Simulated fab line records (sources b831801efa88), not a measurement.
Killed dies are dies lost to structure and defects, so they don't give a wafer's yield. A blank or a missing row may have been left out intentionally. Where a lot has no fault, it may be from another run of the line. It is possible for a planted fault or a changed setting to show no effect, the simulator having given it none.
Matching of chambers ; flow sky130 ; SKY_CONTACT_CMP_04 on cmp-01: 4 sister chambers
The step polishes SiO2. 4 wafers are shown with their chamber, then 10 later ones without.

## WAFERS PAIRED WITH THEIR CHAMBERS
wafer;chamber;motor_current_A (A)
L081.1;3;13.3
L085.2;2;11.8
L085.4;1;12.1
L088.5;0;10.8

## WAFERS WITH NO CHAMBER GIVEN
wafer;motor_current_A (A)
L088.6;12.9
L091.4;13.2
L091.5;12.8
L091.6;12.1
L094.1;11.6
L094.2;12.2
L094.5;12.1
L097.2;11.7
L097.3;12.3
L097.4;10.5

## EACH ONE'S CHAMBER
wafer;from the rows above;in truth
L088.6;can't be placed: 3 or 1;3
L091.4;3;3
L091.5;can't be placed: 3 or 1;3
L091.6;can't be placed: 1 or 2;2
L094.1;can't be placed: 2 or 1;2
L094.2;can't be placed: 1 or 2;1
L094.5;can't be placed: 1 or 2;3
L097.2;can't be placed: 2 or 1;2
L097.3;can't be placed: 1 or 2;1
L097.4;0;0
Placed correctly: 2 of 10. Unplaceable from these rows: 8, with the true chamber sitting among the candidates in 7. Placed wrongly: 0.
How it was worked out, from the rows above alone: a wafer's distance from a chamber is the root of the sum, over the readings, of the square of ((its reading less the chamber's mean) divided by the reading's scatter). If the next closest chamber is less than 2 further off than the closest, the wafer can't be placed; otherwise it belongs to the closest. Each chamber's mean is taken over the wafers shown for it. The scatter: root of mean squared gap, hidden wafer to nearest shown wafer, with one shown wafer a chamber.
